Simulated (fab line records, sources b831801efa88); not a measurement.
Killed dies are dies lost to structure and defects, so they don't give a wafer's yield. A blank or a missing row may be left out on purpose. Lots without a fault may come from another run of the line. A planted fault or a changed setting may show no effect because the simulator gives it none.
Which tool did it? | flow gf180mcu | 14 lots, 42 wafers sampled, at 4 steps of a route of 602

WHAT THE GAUGES READ, wafer by wafer
GF_CONTACT_THK_MEAS_03.
lot  | measured     | on            | CONTACT_CVD_02_THK (nm)
L995 | day 15 15:27 | film_metro-02 | 832 833 849
L996 | day 15 20:19 | film_metro-01 | 841 841 832
L997 | day 16 06:32 | film_metro-04 | 845 863 851
L999 | day 17 00:26 | film_metro-02 | 852 837 845
L100 | day 17 04:20 | film_metro-01 | 846 846 871
L102 | day 18 02:28 | film_metro-04 | 835 851 855
L101 | day 18 03:18 | film_metro-02 | 849 845 862
L106 | day 19 16:11 | film_metro-01 | 851 865 859
L111 | day 21 07:18 | film_metro-01 | 845 853 859
L112 | day 21 16:34 | film_metro-04 | 837 844 853
L113 | day 22 04:34 | film_metro-02 | 849 857 871
L114 | day 22 07:14 | film_metro-01 | 854 858 869
L116 | day 22 20:58 | film_metro-01 | 865 863 858
L117 | day 23 04:05 | film_metro-02 | 842 855 873

GF_M1_RS_MEAS_05: measures by four-point-probe.
lot  | measured     | on            | M1_ALCU_RS (ohm/sq)
L995 | day 16 15:08 | film_metro-01 | 0.0680 0.0685 0.0692
L996 | day 16 20:10 | film_metro-03 | 0.0695 0.0687 0.0696
L997 | day 17 06:59 | film_metro-04 | 0.0697 0.0698 0.0700
L999 | day 18 02:02 | film_metro-03 | 0.0680 0.0681 0.0679
L100 | day 18 05:37 | film_metro-01 | 0.0695 0.0689 0.0690
L102 | day 19 05:19 | film_metro-03 | 0.0699 0.0705 0.0691
L101 | day 19 05:41 | film_metro-01 | 0.0704 0.0694 0.0698
L106 | day 20 18:44 | film_metro-04 | 0.0693 0.0716 0.0699
L111 | day 22 09:26 | film_metro-04 | 0.0692 0.0684 0.0695
L112 | day 22 18:18 | film_metro-01 | 0.0673 0.0684 0.0680
L113 | day 23 06:29 | film_metro-01 | 0.0688 0.0697 0.0692
L114 | day 23 08:55 | film_metro-03 | 0.0703 0.0694 0.0693
L116 | day 23 22:13 | film_metro-03 | 0.0684 0.0685 0.0700
L117 | day 24 04:50 | film_metro-01 | 0.0708 0.0704 0.0706

WHICH TOOL RAN EACH LOT (tool, then ch and the chambers of the sampled wafers, then the start)
lot  | GF_CONTACT_STRIP_18                  | GF_CONTACT_SPUTTER_22
L995 | plasma_asher-01 ch 1, day 16 13:49   | pvd_sputter-04, day 16 14:07
L996 | plasma_asher-01 ch 0,1, day 16 18:58 | pvd_sputter-02, day 16 19:16
L997 | plasma_asher-01 ch 0,1, day 17 05:46 | pvd_sputter-04, day 17 06:04
L999 | plasma_asher-03 ch 0,1, day 18 00:43 | pvd_sputter-03, day 18 01:07
L100 | plasma_asher-01 ch 0,1, day 18 04:25 | pvd_sputter-02, day 18 04:43
L102 | plasma_asher-01 ch 0,1, day 19 04:07 | pvd_sputter-04, day 19 04:25
L101 | plasma_asher-04 ch 0,1, day 19 04:28 | pvd_sputter-03, day 19 04:46
L106 | plasma_asher-01 ch 0,1, day 20 17:31 | pvd_sputter-03, day 20 17:49
L111 | plasma_asher-04 ch 0,1, day 22 07:55 | pvd_sputter-02, day 22 08:30
L112 | plasma_asher-01 ch 0,1, day 22 17:00 | pvd_sputter-02, day 22 17:22
L113 | plasma_asher-01 ch 0,1, day 23 05:16 | pvd_sputter-03, day 23 05:32
L114 | plasma_asher-04 ch 0,1, day 23 07:41 | pvd_sputter-04, day 23 07:59
L116 | plasma_asher-01 ch 0,1, day 23 20:59 | pvd_sputter-03, day 23 21:15
L117 | plasma_asher-03 ch 1, day 24 03:11   | pvd_sputter-04, day 24 03:29
- GF_CONTACT_STRIP_18: strips in O2/N2.
- GF_CONTACT_SPUTTER_22: material Ti, target thk 15 nm, time 80.02 s.

WHAT THE TOOLS THEMSELVES READ (means of the sampled wafers that have a number; where no wafer has one, the mark that the record gives instead)
GF_CONTACT_STRIP_18.
lot  | tool            | drypump_motor_current_A (A) | heater_power_w (W) | oes_product_au (a.u.)
L995 | plasma_asher-01 | 5.4                         | 303                | 0.577
L996 | plasma_asher-01 | 5.7                         | 283                | 0.583
L997 | plasma_asher-01 | 5.7                         | 282                | 0.581
L999 | plasma_asher-03 | 5.9                         | 348                | 0.576
L100 | plasma_asher-01 | 5.7                         | 279                | 0.577
L102 | plasma_asher-01 | 5.7                         | 282                | 0.579
L101 | plasma_asher-04 | 5.8                         | 329                | 0.580
L106 | plasma_asher-01 | 5.7                         | 281                | 0.579
L111 | plasma_asher-04 | 5.8                         | 330                | 0.577
L112 | plasma_asher-01 | 5.5                         | 296                | 0.584
L113 | plasma_asher-01 | 5.6                         | 291                | 0.577
L114 | plasma_asher-04 | 5.9                         | 327                | 0.577
L116 | plasma_asher-01 | 5.7                         | 285                | 0.588
L117 | plasma_asher-03 | 5.2                         | 332                | 0.575

GF_CONTACT_SPUTTER_22.
lot  | tool           | chamber_pressure_pa (Pa) | throttle_valve_pct (%)
L995 | pvd_sputter-04 | 4.996                    | 29.6
L996 | pvd_sputter-02 | 5.006                    | 29.3
L997 | pvd_sputter-04 | 4.998                    | 30.7
L999 | pvd_sputter-03 | 5.003                    | 30.6
L100 | pvd_sputter-02 | 4.999                    | 28.9
L102 | pvd_sputter-04 | 5.001                    | 31.2
L101 | pvd_sputter-03 | 4.997                    | 30.6
L106 | pvd_sputter-03 | 4.999                    | 30.6
L111 | pvd_sputter-02 | 5.676                    | 27.0
L112 | pvd_sputter-02 | 5.684                    | 27.1
L113 | pvd_sputter-03 | 5.005                    | 30.9
L114 | pvd_sputter-04 | 5.001                    | 30.8
L116 | pvd_sputter-03 | 4.998                    | 31.2
L117 | pvd_sputter-04 | 5.003                    | 31.9

THE ANSWER, worked out from the rows above alone
Rule: what is usual is taken from the lots themselves. Put in order of their means at a reading, lots are off if they are a third of the lots or fewer, leave a main group of 4 or more, and stand apart from it by a gap of 3 or more times the standard deviation of the main group's means; of several such gaps the widest counts. A main group whose means are all the same, to the digits that the tables above print for the reading, isn't used. A lot without any number at a reading at which 4 lots or more have one is off too. The other lots that the step has rows for count as sound. The gauges are gone through in route order, then the tools' own readings, and for those a lot's mean is taken as printed above. The first step at which some lot is off is used, and at that step the reading that is off furthest; a lot without a number counts as furthest.
Off: L111, L112, at GF_CONTACT_SPUTTER_22 (chamber_pressure_pa). The main group: mean 5.000 Pa, standard deviation 0.0031.
A tool fits if, at that step or a process step before it, it ran every lot that is off, and no sound lot after the first of them. One fits: pvd_sputter-02 at GF_CONTACT_SPUTTER_22. Its last sound lot is L100 (day 18 04:43), its first lot that is off L111 (day 22 08:30): a fault that began between those two fits.
The tool's own readings at GF_CONTACT_SPUTTER_22 bear it out: on the lots that are off they differ by more than 5 times the standard deviation of the sound lots' means. chamber_pressure_pa reads 5.680 Pa there against 5.000 Pa on the sound lots.

WHAT THE SIMULATOR HAD PUT IN
Process parameter drift: pvd_sputter-02, from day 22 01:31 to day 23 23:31, at GF_CONTACT_SPUTTER_22. Setting chamber_pressure_pa, moved by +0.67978, from 5. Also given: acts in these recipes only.
Lots struck among those shown: L111, L112. The rule above found the same.
